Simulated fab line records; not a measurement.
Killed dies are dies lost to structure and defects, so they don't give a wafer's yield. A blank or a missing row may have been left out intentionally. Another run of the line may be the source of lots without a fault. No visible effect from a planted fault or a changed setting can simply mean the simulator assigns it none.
A single fault, viewed from 2 desks ; flow sfq-line ; every desk sees just its own numbers, and what lay behind them comes last

## FROM THE METROLOGY DESK
What the gauges read for every lot (on any tool): the sampled wafers with a number, averaged. Any lot whose mean is over 4 standard deviations away from the usual mean is out of limits and marked OUT; that distance is given in the brackets.
Columns: A = L0_MONX_KI_RS at SFQ_L0_RS_MEAS_901, usual 43.5 ohm/sq; B = L0_MONX_KI_THK at SFQ_L0_THK_MEAS_902, usual 40.3 nm
lot;first seen here;A;B
L729;day 1 12:37;43.6;40.4
L730;day 1 17:34;44.1;39.7
L731;day 1 22:34;43.6;40.1
L732;day 2 03:34;43.3;40.2
L733;day 2 08:34;43.6;40.3
L734;day 2 13:35;43.0;40.8
L735;day 2 18:34;43.6;40.3
L736;day 2 23:34;43.3;40.4
L737;day 3 04:35;43.6;40.2
L739;day 3 14:35;40.1 (-8.9) OUT;43.7 (+9.4) OUT
L742;day 4 05:36;40.4 (-8.2) OUT;43.3 (+8.4) OUT
L748;day 5 11:34;43.1;40.8
L751;day 6 02:34;44.2;39.8
L752;day 6 07:34;43.7;40.2
This desk's result: L739, L742 out of limits, first on L739 (L0_MONX_KI_RS at SFQ_L0_RS_MEAS_901), day 3 14:35. Within limits: L729, L730, L731, L732, L733, L734, L735, L736, L737, L748, L751, L752.

## THE TOOL OWNER'S DESK: pvd-sputter-06
The tool's own readings at SFQ_TRILAYER_L0_DEP_SPUTTER_003 (material MoNx KI, target thk 40 nm, time 100 s): means of the sampled wafers that have a number, for each lot that ran on this tool. Any lot whose mean is over 4 standard deviations away from the usual mean is out of limits and marked OUT; that distance is given in the brackets.
Columns: A = cathode-dc-power-W at SFQ_TRILAYER_L0_DEP_SPUTTER_003, usual 800.00 W; B = throttle-valve-pct at SFQ_TRILAYER_L0_DEP_SPUTTER_003, usual 30.3 %
lot;first seen here;A;B
L729;day 1 12:29;800.13;30.9
L730;day 1 17:29;799.97;30.3
L733;day 2 08:29;799.97;30.4
L734;day 2 13:29;800.00;30.6
L737;day 3 04:29;799.88;30.7
L739;day 3 14:29;858.12 (+99 or more) OUT;30.2
L742;day 4 05:29;858.23 (+99 or more) OUT;30.1
This desk's verdict: out of limits on L739, L742, starting with L739 at day 3 14:29 (cathode-dc-power-W at SFQ_TRILAYER_L0_DEP_SPUTTER_003). Within limits: L729, L730, L733, L734, L737.

## PUT TOGETHER
An alarm could have come from the tool owner's desk at day 3 14:29, on L739, L742.
At day 3 14:35 the metrology desk could have sounded an alarm, on L739, L742.
Every lot named ran SFQ_TRILAYER_L0_DEP_SPUTTER_003 on pvd-sputter-06.

## WHAT HAD BEEN PUT IN BY THE SIMULATOR
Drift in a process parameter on pvd-sputter-06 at SFQ_TRILAYER_L0_DEP_SPUTTER_003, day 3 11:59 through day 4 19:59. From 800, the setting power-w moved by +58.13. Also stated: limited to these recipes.
Shown lots that were struck: L739, L742.
Time in hours from fault onset to the first out-of-limits reading at each desk: tool owner's desk 2, metrology desk 3.
